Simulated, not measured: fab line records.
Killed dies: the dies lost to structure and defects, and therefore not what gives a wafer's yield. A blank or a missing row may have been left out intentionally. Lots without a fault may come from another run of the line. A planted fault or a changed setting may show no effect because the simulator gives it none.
fab line records / flow sky130
record lots=13 wafers=39 last-day=50
route steps=708 shown SONOS_ONO@169 GATE_OXIDE@197 LDD_HVN@275 SPACER@305
lots that met no fault: taken from a fault-free run of the same line
start-h: the number of hours between the record's first day and the start of the first shown wafer of the lot / wait-h: how many hours have passed since the lot's step before this one / " same as the row above / L1.1+2: a single row standing in for several wafers / - value missing, or start not given / * or withheld: withheld / < > ~ a bound
route shown NAME@n: names a module that has steps shown in the file, with the first one's number in the route / usual: mean/standard deviation taken from wafers without a fault / same: alike in all rows / chamber/n: place in a boat / sites: readings site by site / _std_site: the values' standard deviation / _edge_site: the outer-site mean with the inner-site mean subtracted / radius-mm: how far each site lies from the wafer's centre / mask NAME#n: copy n / behind: the most recent tool/chamber to have shaped the wafer / hold: the reason the lot was held/the length of the hold in hours/how it ended / device: transistor that didn't switch, given as n, p or np / end of line: the tests these same wafers got at the end of their route / a step given without rows: its recipe and nothing more / killed: at the first sort, the dies lost to defects and structure; wafer yield is something else / map: the dies of a wafer, with x for killed, . for not killed, _ for no die there
set.NAME: the setting the step ran with; set.NAME@STEP: the setting that earlier step ran with / model.NAME: the simulator's own value behind a step, which no gauge read
a sample of lots followed through the steps of the route, with each step as a table and each wafer as a row
services: when a tool's chamber went out of use (start-h, in hours from the record's first day, below 0 if earlier), for how many hours, and the reason
## steps
# step SKY_SONOS_ONO_THK_MEAS_01
# recipe reads=SiO2_of_SONOS_ONO_OXIDATION_00
# usual SONOS_ONO_OXIDATION_THK=2.55/0.06
lot.wafer=L729.3 tool=film-metro-03 chamber=- start-h=263.48 wait-h=0.0 SONOS_ONO_OXIDATION_THK[nm]=2.50
lot.wafer=L729.4 tool=film-metro-03 chamber=- start-h=263.48 wait-h=0.0 SONOS_ONO_OXIDATION_THK[nm]=2.54
lot.wafer=L729.5 tool=film-metro-03 chamber=- start-h=263.48 wait-h=0.0 SONOS_ONO_OXIDATION_THK[nm]=2.49
lot.wafer=L730.1 tool=film-metro-01 chamber=- start-h=269.93 wait-h=0.0 SONOS_ONO_OXIDATION_THK[nm]=2.55
lot.wafer=L730.2 tool=film-metro-01 chamber=- start-h=269.93 wait-h=0.0 SONOS_ONO_OXIDATION_THK[nm]=2.58
lot.wafer=L730.4 tool=film-metro-01 chamber=- start-h=269.93 wait-h=0.0 SONOS_ONO_OXIDATION_THK[nm]=2.52
lot.wafer=L731.4 tool=film-metro-04 chamber=- start-h=279.04 wait-h=0.0 SONOS_ONO_OXIDATION_THK[nm]=2.58
lot.wafer=L731.5 tool=film-metro-04 chamber=- start-h=279.04 wait-h=0.0 SONOS_ONO_OXIDATION_THK[nm]=2.58
lot.wafer=L731.6 tool=film-metro-04 chamber=- start-h=279.04 wait-h=0.0 SONOS_ONO_OXIDATION_THK[nm]=2.61
lot.wafer=L732.1 tool=film-metro-03 chamber=- start-h=288.32 wait-h=0.0 SONOS_ONO_OXIDATION_THK[nm]=2.57
lot.wafer=L732.2 tool=film-metro-03 chamber=- start-h=288.32 wait-h=0.0 SONOS_ONO_OXIDATION_THK[nm]=2.54
lot.wafer=L732.4 tool=film-metro-03 chamber=- start-h=288.32 wait-h=0.0 SONOS_ONO_OXIDATION_THK[nm]=2.53
lot.wafer=L733.2 tool=film-metro-01 chamber=- start-h=299.77 wait-h=0.0 SONOS_ONO_OXIDATION_THK[nm]=2.54
lot.wafer=L733.4 tool=film-metro-01 chamber=- start-h=299.77 wait-h=0.0 SONOS_ONO_OXIDATION_THK[nm]=2.49
lot.wafer=L733.6 tool=film-metro-01 chamber=- start-h=299.77 wait-h=0.0 SONOS_ONO_OXIDATION_THK[nm]=2.54
lot.wafer=L735.2 tool=film-metro-04 chamber=- start-h=314.07 wait-h=0.0 SONOS_ONO_OXIDATION_THK[nm]=2.46
lot.wafer=L735.5 tool=film-metro-04 chamber=- start-h=314.07 wait-h=0.0 SONOS_ONO_OXIDATION_THK[nm]=2.43
lot.wafer=L735.6 tool=film-metro-04 chamber=- start-h=314.07 wait-h=0.0 SONOS_ONO_OXIDATION_THK[nm]=2.47
lot.wafer=L736.2 tool=film-metro-03 chamber=- start-h=319.07 wait-h=0.0 SONOS_ONO_OXIDATION_THK[nm]=2.44
lot.wafer=L736.3 tool=film-metro-03 chamber=- start-h=319.07 wait-h=0.0 SONOS_ONO_OXIDATION_THK[nm]=2.43
lot.wafer=L736.6 tool=film-metro-03 chamber=- start-h=319.07 wait-h=0.0 SONOS_ONO_OXIDATION_THK[nm]=2.41
lot.wafer=L741.2 tool=film-metro-01 chamber=- start-h=359.43 wait-h=0.0 SONOS_ONO_OXIDATION_THK[nm]=2.58
lot.wafer=L741.4 tool=film-metro-01 chamber=- start-h=359.43 wait-h=0.0 SONOS_ONO_OXIDATION_THK[nm]=2.62
lot.wafer=L741.5 tool=film-metro-01 chamber=- start-h=359.43 wait-h=0.0 SONOS_ONO_OXIDATION_THK[nm]=2.62
lot.wafer=L744.3 tool=film-metro-03 chamber=- start-h=381.34 wait-h=0.0 SONOS_ONO_OXIDATION_THK[nm]=2.59
lot.wafer=L744.5 tool=film-metro-03 chamber=- start-h=381.34 wait-h=0.0 SONOS_ONO_OXIDATION_THK[nm]=2.50
lot.wafer=L744.6 tool=film-metro-03 chamber=- start-h=381.34 wait-h=0.0 SONOS_ONO_OXIDATION_THK[nm]=2.48
lot.wafer=L745.2 tool=film-metro-01 chamber=- start-h=392.83 wait-h=0.0 SONOS_ONO_OXIDATION_THK[nm]=2.59
lot.wafer=L745.4 tool=film-metro-01 chamber=- start-h=392.83 wait-h=0.0 SONOS_ONO_OXIDATION_THK[nm]=2.64
lot.wafer=L745.5 tool=film-metro-01 chamber=- start-h=392.83 wait-h=0.0 SONOS_ONO_OXIDATION_THK[nm]=2.59
lot.wafer=L747.2 tool=film-metro-04 chamber=- start-h=403.84 wait-h=0.0 SONOS_ONO_OXIDATION_THK[nm]=2.59
lot.wafer=L747.3 tool=film-metro-04 chamber=- start-h=403.84 wait-h=0.0 SONOS_ONO_OXIDATION_THK[nm]=2.53
lot.wafer=L747.5 tool=film-metro-04 chamber=- start-h=403.84 wait-h=0.0 SONOS_ONO_OXIDATION_THK[nm]=2.62
lot.wafer=L749.1 tool=film-metro-03 chamber=- start-h=419.30 wait-h=0.0 SONOS_ONO_OXIDATION_THK[nm]=2.48
lot.wafer=L749.2 tool=film-metro-03 chamber=- start-h=419.30 wait-h=0.0 SONOS_ONO_OXIDATION_THK[nm]=2.56
lot.wafer=L749.3 tool=film-metro-03 chamber=- start-h=419.30 wait-h=0.0 SONOS_ONO_OXIDATION_THK[nm]=2.46
lot.wafer=L751.3 tool=film-metro-01 chamber=- start-h=438.07 wait-h=0.0 SONOS_ONO_OXIDATION_THK[nm]=2.64
lot.wafer=L751.4 tool=film-metro-01 chamber=- start-h=438.07 wait-h=0.0 SONOS_ONO_OXIDATION_THK[nm]=2.51
lot.wafer=L751.5 tool=film-metro-01 chamber=- start-h=438.07 wait-h=0.0 SONOS_ONO_OXIDATION_THK[nm]=2.61
# step SKY_GATE_OXIDE_OVL_MEAS_10
# usual GATE_OXIDE_OVL=-0.3/1.2
lot.wafer=L729.3 tool=overlay-02 chamber=- start-h=320.78 wait-h=0.1 GATE_OXIDE_OVL[nm]=-1.9
lot.wafer=L729.4 tool=overlay-02 chamber=- start-h=320.78 wait-h=0.1 GATE_OXIDE_OVL[nm]=-0.3
lot.wafer=L729.5 tool=overlay-02 chamber=- start-h=320.78 wait-h=0.1 GATE_OXIDE_OVL[nm]=-0.3
lot.wafer=L730.1 tool=overlay-01 chamber=- start-h=333.51 wait-h=0.1 GATE_OXIDE_OVL[nm]=-2.3
lot.wafer=L730.2 tool=overlay-01 chamber=- start-h=333.51 wait-h=0.1 GATE_OXIDE_OVL[nm]=-1.8
lot.wafer=L730.4 tool=overlay-01 chamber=- start-h=333.51 wait-h=0.1 GATE_OXIDE_OVL[nm]=-1.3
lot.wafer=L731.4 tool=overlay-01 chamber=- start-h=336.99 wait-h=0.1 GATE_OXIDE_OVL[nm]=2.0
lot.wafer=L731.5 tool=overlay-01 chamber=- start-h=336.99 wait-h=0.1 GATE_OXIDE_OVL[nm]=1.0
lot.wafer=L731.6 tool=overlay-01 chamber=- start-h=336.99 wait-h=0.1 GATE_OXIDE_OVL[nm]=1.4
lot.wafer=L732.1 tool=overlay-01 chamber=- start-h=347.66 wait-h=0.1 GATE_OXIDE_OVL[nm]=0.1
lot.wafer=L732.2 tool=overlay-01 chamber=- start-h=347.66 wait-h=0.1 GATE_OXIDE_OVL[nm]=-0.2
lot.wafer=L732.4 tool=overlay-01 chamber=- start-h=347.66 wait-h=0.1 GATE_OXIDE_OVL[nm]=-0.7
lot.wafer=L733.2 tool=overlay-01 chamber=- start-h=359.33 wait-h=0.1 GATE_OXIDE_OVL[nm]=-1.0
lot.wafer=L733.4 tool=overlay-01 chamber=- start-h=359.33 wait-h=0.1 GATE_OXIDE_OVL[nm]=0.8
lot.wafer=L733.6 tool=overlay-01 chamber=- start-h=359.33 wait-h=0.1 GATE_OXIDE_OVL[nm]=1.6
lot.wafer=L735.2 tool=overlay-01 chamber=- start-h=376.12 wait-h=0.1 GATE_OXIDE_OVL[nm]=-0.7
lot.wafer=L735.5 tool=overlay-01 chamber=- start-h=376.12 wait-h=0.1 GATE_OXIDE_OVL[nm]=2.7
lot.wafer=L735.6 tool=overlay-01 chamber=- start-h=376.12 wait-h=0.1 GATE_OXIDE_OVL[nm]=-0.9
lot.wafer=L736.2 tool=overlay-01 chamber=- start-h=382.42 wait-h=0.1 GATE_OXIDE_OVL[nm]=-1.2
lot.wafer=L736.3 tool=overlay-01 chamber=- start-h=382.42 wait-h=0.1 GATE_OXIDE_OVL[nm]=0.1
lot.wafer=L736.6 tool=overlay-01 chamber=- start-h=382.42 wait-h=0.1 GATE_OXIDE_OVL[nm]=0.8
lot.wafer=L741.2 tool=overlay-01 chamber=- start-h=423.68 wait-h=0.1 GATE_OXIDE_OVL[nm]=-0.4
lot.wafer=L741.4 tool=overlay-01 chamber=- start-h=423.68 wait-h=0.1 GATE_OXIDE_OVL[nm]=0.1
lot.wafer=L741.5 tool=overlay-01 chamber=- start-h=423.68 wait-h=0.1 GATE_OXIDE_OVL[nm]=-0.8
lot.wafer=L744.3 tool=overlay-02 chamber=- start-h=447.18 wait-h=0.1 GATE_OXIDE_OVL[nm]=-0.2
lot.wafer=L744.5 tool=overlay-02 chamber=- start-h=447.18 wait-h=0.1 GATE_OXIDE_OVL[nm]=0.7
lot.wafer=L744.6 tool=overlay-02 chamber=- start-h=447.18 wait-h=0.1 GATE_OXIDE_OVL[nm]=-0.7
lot.wafer=L745.2 tool=overlay-01 chamber=- start-h=457.93 wait-h=0.1 GATE_OXIDE_OVL[nm]=0.5
lot.wafer=L745.4 tool=overlay-01 chamber=- start-h=457.93 wait-h=0.1 GATE_OXIDE_OVL[nm]=0.1
lot.wafer=L745.5 tool=overlay-01 chamber=- start-h=457.93 wait-h=0.1 GATE_OXIDE_OVL[nm]=0.6
lot.wafer=L747.2 tool=overlay-02 chamber=- start-h=470.37 wait-h=0.1 GATE_OXIDE_OVL[nm]=-0.8
lot.wafer=L747.3 tool=overlay-02 chamber=- start-h=470.37 wait-h=0.1 GATE_OXIDE_OVL[nm]=-0.6
lot.wafer=L747.5 tool=overlay-02 chamber=- start-h=470.37 wait-h=0.1 GATE_OXIDE_OVL[nm]=-0.1
lot.wafer=L749.1 tool=overlay-01 chamber=- start-h=486.21 wait-h=0.1 GATE_OXIDE_OVL[nm]=-2.4
lot.wafer=L749.2 tool=overlay-01 chamber=- start-h=486.21 wait-h=0.1 GATE_OXIDE_OVL[nm]=1.2
lot.wafer=L749.3 tool=overlay-01 chamber=- start-h=486.21 wait-h=0.1 GATE_OXIDE_OVL[nm]=-0.1
lot.wafer=L751.3 tool=overlay-02 chamber=- start-h=504.18 wait-h=0.1 GATE_OXIDE_OVL[nm]=-0.9
lot.wafer=L751.4 tool=overlay-02 chamber=- start-h=504.18 wait-h=0.1 GATE_OXIDE_OVL[nm]=-0.7
lot.wafer=L751.5 tool=overlay-02 chamber=- start-h=504.18 wait-h=0.1 GATE_OXIDE_OVL[nm]=-0.2
# step SKY_LDD_HVN_IMPLANT_08
# recipe species=P energy-kev=60 dose-cm2=2.957e+13 tilt-deg=40
# usual beam-on-s=10.01/0.22 tilt-deg=39.998/0.022
lot.wafer=L729.3 tool=implanter-03 chamber=0 start-h=479.86 wait-h=0.1 beam-on-s=10.08 tilt-deg=39.934
lot.wafer=L729.4 tool=implanter-03 chamber=0 start-h=479.86 wait-h=0.1 beam-on-s=9.88 tilt-deg=39.997
lot.wafer=L729.5 tool=implanter-03 chamber=0 start-h=479.86 wait-h=0.1 beam-on-s=9.80 tilt-deg=40.005
lot.wafer=L730.1 tool=implanter-04 chamber=0 start-h=491.21 wait-h=0.0 beam-on-s=10.18 tilt-deg=40.003
lot.wafer=L730.2 tool=implanter-04 chamber=0 start-h=491.21 wait-h=0.0 beam-on-s=10.11 tilt-deg=39.989
lot.wafer=L730.4 tool=implanter-04 chamber=0 start-h=491.21 wait-h=0.0 beam-on-s=9.92 tilt-deg=39.996
lot.wafer=L731.4 tool=implanter-03 chamber=0 start-h=497.17 wait-h=0.1 beam-on-s=9.93 tilt-deg=40.005
lot.wafer=L731.5 tool=implanter-03 chamber=0 start-h=497.17 wait-h=0.1 beam-on-s=9.99 tilt-deg=40.013
lot.wafer=L731.6 tool=implanter-03 chamber=0 start-h=497.17 wait-h=0.1 beam-on-s=10.31 tilt-deg=40.020
lot.wafer=L732.1 tool=implanter-03 chamber=0 start-h=507.36 wait-h=0.0 beam-on-s=9.72 tilt-deg=39.994
lot.wafer=L732.2 tool=implanter-03 chamber=0 start-h=507.36 wait-h=0.0 beam-on-s=10.26 tilt-deg=39.974
lot.wafer=L732.4 tool=implanter-03 chamber=0 start-h=507.36 wait-h=0.0 beam-on-s=10.09 tilt-deg=39.989
lot.wafer=L733.2 tool=implanter-01 chamber=0 start-h=518.37 wait-h=0.0 beam-on-s=10.06 tilt-deg=39.981
lot.wafer=L733.4 tool=implanter-01 chamber=0 start-h=518.37 wait-h=0.0 beam-on-s=9.79 tilt-deg=39.987
lot.wafer=L733.6 tool=implanter-01 chamber=0 start-h=518.37 wait-h=0.0 beam-on-s=9.54 tilt-deg=39.955
lot.wafer=L735.2 tool=implanter-03 chamber=0 start-h=537.67 wait-h=0.0 beam-on-s=10.34 tilt-deg=0.010
lot.wafer=L735.5 tool=implanter-03 chamber=0 start-h=537.67 wait-h=0.0 beam-on-s=10.19 tilt-deg=0.023
lot.wafer=L735.6 tool=implanter-03 chamber=0 start-h=537.67 wait-h=0.0 beam-on-s=10.12 tilt-deg=-0.003
lot.wafer=L736.2 tool=implanter-03 chamber=0 start-h=550.74 wait-h=0.1 beam-on-s=10.08 tilt-deg=-0.017
lot.wafer=L736.3 tool=implanter-03 chamber=0 start-h=550.74 wait-h=0.1 beam-on-s=10.09 tilt-deg=-0.015
lot.wafer=L736.6 tool=implanter-03 chamber=0 start-h=550.74 wait-h=0.1 beam-on-s=10.02 tilt-deg=-0.024
lot.wafer=L741.2 tool=implanter-01 chamber=0 start-h=585.03 wait-h=0.0 beam-on-s=10.32 tilt-deg=40.016
lot.wafer=L741.4 tool=implanter-01 chamber=0 start-h=585.03 wait-h=0.0 beam-on-s=9.78 tilt-deg=39.993
lot.wafer=L741.5 tool=implanter-01 chamber=0 start-h=585.03 wait-h=0.0 beam-on-s=10.39 tilt-deg=39.997
lot.wafer=L744.3 tool=implanter-03 chamber=0 start-h=610.39 wait-h=0.1 beam-on-s=10.09 tilt-deg=39.969
lot.wafer=L744.5 tool=implanter-03 chamber=0 start-h=610.39 wait-h=0.1 beam-on-s=10.00 tilt-deg=39.960
lot.wafer=L744.6 tool=implanter-03 chamber=0 start-h=610.39 wait-h=0.1 beam-on-s=9.91 tilt-deg=39.982
lot.wafer=L745.2 tool=implanter-04 chamber=0 start-h=617.42 wait-h=0.0 beam-on-s=9.96 tilt-deg=40.019
lot.wafer=L745.4 tool=implanter-04 chamber=0 start-h=617.42 wait-h=0.0 beam-on-s=9.64 tilt-deg=40.025
lot.wafer=L745.5 tool=implanter-04 chamber=0 start-h=617.42 wait-h=0.0 beam-on-s=10.05 tilt-deg=39.992
lot.wafer=L747.2 tool=implanter-03 chamber=0 start-h=627.67 wait-h=0.0 beam-on-s=10.04 tilt-deg=40.011
lot.wafer=L747.3 tool=implanter-03 chamber=0 start-h=627.67 wait-h=0.0 beam-on-s=10.07 tilt-deg=40.037
lot.wafer=L747.5 tool=implanter-03 chamber=0 start-h=627.67 wait-h=0.0 beam-on-s=10.21 tilt-deg=40.003
lot.wafer=L749.1 tool=implanter-03 chamber=0 start-h=645.49 wait-h=0.0 beam-on-s=10.11 tilt-deg=40.006
lot.wafer=L749.2 tool=implanter-03 chamber=0 start-h=645.49 wait-h=0.0 beam-on-s=10.08 tilt-deg=40.004
lot.wafer=L749.3 tool=implanter-03 chamber=0 start-h=645.49 wait-h=0.0 beam-on-s=9.99 tilt-deg=40.029
lot.wafer=L751.3 tool=implanter-03 chamber=0 start-h=661.85 wait-h=0.1 beam-on-s=10.22 tilt-deg=39.999
lot.wafer=L751.4 tool=implanter-03 chamber=0 start-h=661.85 wait-h=0.1 beam-on-s=10.03 tilt-deg=39.951
lot.wafer=L751.5 tool=implanter-03 chamber=0 start-h=661.85 wait-h=0.1 beam-on-s=10.27 tilt-deg=39.975
# step SKY_LDD_HVN_TW_MEAS_10
# usual LDD_HVN_TW=1437/7
lot.wafer=L729.3 tool=film-metro-04 chamber=- start-h=480.08 wait-h=0.1 LDD_HVN_TW=1438
lot.wafer=L729.4 tool=film-metro-04 chamber=- start-h=480.08 wait-h=0.1 LDD_HVN_TW=1432
lot.wafer=L729.5 tool=film-metro-04 chamber=- start-h=480.08 wait-h=0.1 LDD_HVN_TW=1432
lot.wafer=L730.1 tool=film-metro-04 chamber=- start-h=491.46 wait-h=0.1 LDD_HVN_TW=1438
lot.wafer=L730.2 tool=film-metro-04 chamber=- start-h=491.46 wait-h=0.1 LDD_HVN_TW=1439
lot.wafer=L730.4 tool=film-metro-04 chamber=- start-h=491.46 wait-h=0.1 LDD_HVN_TW=1439
lot.wafer=L731.4 tool=film-metro-01 chamber=- start-h=497.38 wait-h=0.1 LDD_HVN_TW=1447
lot.wafer=L731.5 tool=film-metro-01 chamber=- start-h=497.38 wait-h=0.1 LDD_HVN_TW=1450
lot.wafer=L731.6 tool=film-metro-01 chamber=- start-h=497.38 wait-h=0.1 LDD_HVN_TW=1447
lot.wafer=L732.1 tool=film-metro-02 chamber=- start-h=507.61 wait-h=0.1 LDD_HVN_TW=1433
lot.wafer=L732.2 tool=film-metro-02 chamber=- start-h=507.61 wait-h=0.1 LDD_HVN_TW=1428
lot.wafer=L732.4 tool=film-metro-02 chamber=- start-h=507.61 wait-h=0.1 LDD_HVN_TW=1425
lot.wafer=L733.2 tool=film-metro-02 chamber=- start-h=518.61 wait-h=0.1 LDD_HVN_TW=1426
lot.wafer=L733.4 tool=film-metro-02 chamber=- start-h=518.61 wait-h=0.1 LDD_HVN_TW=1433
lot.wafer=L733.6 tool=film-metro-02 chamber=- start-h=518.61 wait-h=0.1 LDD_HVN_TW=1424
lot.wafer=L735.2 tool=film-metro-02 chamber=- start-h=537.91 wait-h=0.1 LDD_HVN_TW=1282
lot.wafer=L735.5 tool=film-metro-02 chamber=- start-h=537.91 wait-h=0.1 LDD_HVN_TW=1269
lot.wafer=L735.6 tool=film-metro-02 chamber=- start-h=537.91 wait-h=0.1 LDD_HVN_TW=1264
lot.wafer=L736.2 tool=film-metro-04 chamber=- start-h=550.97 wait-h=0.1 LDD_HVN_TW=1283
lot.wafer=L736.3 tool=film-metro-04 chamber=- start-h=550.97 wait-h=0.1 LDD_HVN_TW=1278
lot.wafer=L736.6 tool=film-metro-04 chamber=- start-h=550.97 wait-h=0.1 LDD_HVN_TW=1283
lot.wafer=L741.2 tool=film-metro-01 chamber=- start-h=585.27 wait-h=0.1 LDD_HVN_TW=1443
lot.wafer=L741.4 tool=film-metro-01 chamber=- start-h=585.27 wait-h=0.1 LDD_HVN_TW=1450
lot.wafer=L741.5 tool=film-metro-01 chamber=- start-h=585.27 wait-h=0.1 LDD_HVN_TW=1443
lot.wafer=L744.3 tool=film-metro-04 chamber=- start-h=610.61 wait-h=0.1 LDD_HVN_TW=1432
lot.wafer=L744.5 tool=film-metro-04 chamber=- start-h=610.61 wait-h=0.1 LDD_HVN_TW=1444
lot.wafer=L744.6 tool=film-metro-04 chamber=- start-h=610.61 wait-h=0.1 LDD_HVN_TW=1435
lot.wafer=L745.2 tool=film-metro-04 chamber=- start-h=617.66 wait-h=0.1 LDD_HVN_TW=1445
lot.wafer=L745.4 tool=film-metro-04 chamber=- start-h=617.66 wait-h=0.1 LDD_HVN_TW=1441
lot.wafer=L745.5 tool=film-metro-04 chamber=- start-h=617.66 wait-h=0.1 LDD_HVN_TW=1435
lot.wafer=L747.2 tool=film-metro-01 chamber=- start-h=627.90 wait-h=0.1 LDD_HVN_TW=1457
lot.wafer=L747.3 tool=film-metro-01 chamber=- start-h=627.90 wait-h=0.1 LDD_HVN_TW=1446
lot.wafer=L747.5 tool=film-metro-01 chamber=- start-h=627.90 wait-h=0.1 LDD_HVN_TW=1450
lot.wafer=L749.1 tool=film-metro-02 chamber=- start-h=645.74 wait-h=0.1 LDD_HVN_TW=1431
lot.wafer=L749.2 tool=film-metro-02 chamber=- start-h=645.74 wait-h=0.1 LDD_HVN_TW=1445
lot.wafer=L749.3 tool=film-metro-02 chamber=- start-h=645.74 wait-h=0.1 LDD_HVN_TW=1443
lot.wafer=L751.3 tool=film-metro-02 chamber=- start-h=662.07 wait-h=0.1 LDD_HVN_TW=1434
lot.wafer=L751.4 tool=film-metro-02 chamber=- start-h=662.07 wait-h=0.1 LDD_HVN_TW=1433
lot.wafer=L751.5 tool=film-metro-02 chamber=- start-h=662.07 wait-h=0.1 LDD_HVN_TW=1440
# step SKY_SPACER_THK_MEAS_01
# recipe reads=Si3N4_of_SPACER_CVD_00
# usual SPACER_CVD_00_THK=43.3/0.36
lot.wafer=L729.3 tool=film-metro-02 chamber=- start-h=552.05 wait-h=0.0 SPACER_CVD_00_THK[nm]=43.4
lot.wafer=L729.4 tool=film-metro-02 chamber=- start-h=552.05 wait-h=0.0 SPACER_CVD_00_THK[nm]=42.9
lot.wafer=L729.5 tool=film-metro-02 chamber=- start-h=552.05 wait-h=0.0 SPACER_CVD_00_THK[nm]=42.9
lot.wafer=L730.1 tool=film-metro-01 chamber=- start-h=556.02 wait-h=0.0 SPACER_CVD_00_THK[nm]=43.6
lot.wafer=L730.2 tool=film-metro-01 chamber=- start-h=556.02 wait-h=0.0 SPACER_CVD_00_THK[nm]=43.4
lot.wafer=L730.4 tool=film-metro-01 chamber=- start-h=556.02 wait-h=0.0 SPACER_CVD_00_THK[nm]=43.7
lot.wafer=L731.4 tool=film-metro-02 chamber=- start-h=560.14 wait-h=0.0 SPACER_CVD_00_THK[nm]=43.7
lot.wafer=L731.5 tool=film-metro-02 chamber=- start-h=560.14 wait-h=0.0 SPACER_CVD_00_THK[nm]=42.9
lot.wafer=L731.6 tool=film-metro-02 chamber=- start-h=560.14 wait-h=0.0 SPACER_CVD_00_THK[nm]=43.2
lot.wafer=L732.1 tool=film-metro-03 chamber=- start-h=571.02 wait-h=0.0 SPACER_CVD_00_THK[nm]=43.1
lot.wafer=L732.2 tool=film-metro-03 chamber=- start-h=571.02 wait-h=0.0 SPACER_CVD_00_THK[nm]=43.1
lot.wafer=L732.4 tool=film-metro-03 chamber=- start-h=571.02 wait-h=0.0 SPACER_CVD_00_THK[nm]=43.0
lot.wafer=L733.2 tool=film-metro-02 chamber=- start-h=582.08 wait-h=0.0 SPACER_CVD_00_THK[nm]=43.6
lot.wafer=L733.4 tool=film-metro-02 chamber=- start-h=582.08 wait-h=0.0 SPACER_CVD_00_THK[nm]=43.8
lot.wafer=L733.6 tool=film-metro-02 chamber=- start-h=582.08 wait-h=0.0 SPACER_CVD_00_THK[nm]=43.3
lot.wafer=L735.2 tool=film-metro-02 chamber=- start-h=597.73 wait-h=0.0 SPACER_CVD_00_THK[nm]=43.5
lot.wafer=L735.5 tool=film-metro-02 chamber=- start-h=597.73 wait-h=0.0 SPACER_CVD_00_THK[nm]=43.4
lot.wafer=L735.6 tool=film-metro-02 chamber=- start-h=597.73 wait-h=0.0 SPACER_CVD_00_THK[nm]=43.6
lot.wafer=L736.2 tool=film-metro-02 chamber=- start-h=611.37 wait-h=0.0 SPACER_CVD_00_THK[nm]=43.7
lot.wafer=L736.3 tool=film-metro-02 chamber=- start-h=611.37 wait-h=0.0 SPACER_CVD_00_THK[nm]=43.9
lot.wafer=L736.6 tool=film-metro-02 chamber=- start-h=611.37 wait-h=0.0 SPACER_CVD_00_THK[nm]=44.1
lot.wafer=L741.2 tool=film-metro-01 chamber=- start-h=647.08 wait-h=0.0 SPACER_CVD_00_THK[nm]=43.7
lot.wafer=L741.4 tool=film-metro-01 chamber=- start-h=647.08 wait-h=0.0 SPACER_CVD_00_THK[nm]=43.6
lot.wafer=L741.5 tool=film-metro-01 chamber=- start-h=647.08 wait-h=0.0 SPACER_CVD_00_THK[nm]=43.6
lot.wafer=L744.3 tool=film-metro-03 chamber=- start-h=671.30 wait-h=0.0 SPACER_CVD_00_THK[nm]=42.9
lot.wafer=L744.5 tool=film-metro-03 chamber=- start-h=671.30 wait-h=0.0 SPACER_CVD_00_THK[nm]=43.4
lot.wafer=L744.6 tool=film-metro-03 chamber=- start-h=671.30 wait-h=0.0 SPACER_CVD_00_THK[nm]=43.0
lot.wafer=L745.2 tool=film-metro-02 chamber=- start-h=678.04 wait-h=0.0 SPACER_CVD_00_THK[nm]=43.4
lot.wafer=L745.4 tool=film-metro-02 chamber=- start-h=678.04 wait-h=0.0 SPACER_CVD_00_THK[nm]=43.4
lot.wafer=L745.5 tool=film-metro-02 chamber=- start-h=678.04 wait-h=0.0 SPACER_CVD_00_THK[nm]=42.8
lot.wafer=L747.2 tool=film-metro-01 chamber=- start-h=687.73 wait-h=0.0 SPACER_CVD_00_THK[nm]=43.2
lot.wafer=L747.3 tool=film-metro-01 chamber=- start-h=687.73 wait-h=0.0 SPACER_CVD_00_THK[nm]=43.1
lot.wafer=L747.5 tool=film-metro-01 chamber=- start-h=687.73 wait-h=0.0 SPACER_CVD_00_THK[nm]=43.2
lot.wafer=L749.1 tool=film-metro-02 chamber=- start-h=703.33 wait-h=0.0 SPACER_CVD_00_THK[nm]=43.2
lot.wafer=L749.2 tool=film-metro-02 chamber=- start-h=703.33 wait-h=0.0 SPACER_CVD_00_THK[nm]=43.2
lot.wafer=L749.3 tool=film-metro-02 chamber=- start-h=703.33 wait-h=0.0 SPACER_CVD_00_THK[nm]=43.4
lot.wafer=L751.3 tool=film-metro-03 chamber=- start-h=719.68 wait-h=0.0 SPACER_CVD_00_THK[nm]=43.7
lot.wafer=L751.4 tool=film-metro-03 chamber=- start-h=719.68 wait-h=0.0 SPACER_CVD_00_THK[nm]=43.4
lot.wafer=L751.5 tool=film-metro-03 chamber=- start-h=719.68 wait-h=0.0 SPACER_CVD_00_THK[nm]=43.6
## services
tool=implanter-04 chamber=- start-h=475.84 hours=3.1 kind=pm
tool=implanter-03 chamber=- start-h=485.52 hours=2.2 kind=repair
tool=implanter-03 chamber=- start-h=488.03 hours=5.3 kind=repair
tool=implanter-03 chamber=- start-h=512.14 hours=2.9 kind=repair
tool=implanter-03 chamber=- start-h=546.38 hours=0.9 kind=repair
tool=implanter-03 chamber=- start-h=557.73 hours=1.8 kind=repair
tool=implanter-01 chamber=- start-h=570.87 hours=5.2 kind=repair
tool=implanter-03 chamber=- start-h=573.77 hours=2.0 kind=repair
tool=implanter-04 chamber=- start-h=574.46 hours=1.0 kind=repair
tool=implanter-01 chamber=- start-h=577.88 hours=3.2 kind=pm
tool=implanter-03 chamber=- start-h=615.42 hours=5.5 kind=pm
tool=implanter-03 chamber=- start-h=657.58 hours=2.4 kind=repair
## key
first-sign step=SKY_LDD_HVN_IMPLANT_08 reading=tilt-deg direction=down sigmas=99+ usual=* struck=*
effect step=SKY_LDD_HVN_TW_MEAS_10 reading=LDD_HVN_TW direction=down sigmas=23 usual=1437 struck=1276
met-at SKY_LDD_HVN_IMPLANT_08
struck-lots L735,L736
tester-left-out L735,L736
not-acting-at SKY_SONOS_ONO_THK_MEAS_01,SKY_GATE_OXIDE_OVL_MEAS_10,SKY_SPACER_THK_MEAS_01
onset-between 507.36 537.67
fault kind=process-parameter-drift tool=implanter-03 chamber=- onset-h=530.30 steps=SKY_LDD_HVN_IMPLANT_08 channel=tilt-deg offset=* shape=step end-h=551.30 acts-in=* stated=*
# tester-left-out: of these lots the tester's yield and bins aren't shown, on N5 and GAA mostly nor the transistor test; their killed dies are dies lost to structure and defects alone, not to doping, threshold or leakage, so they don't give the yield
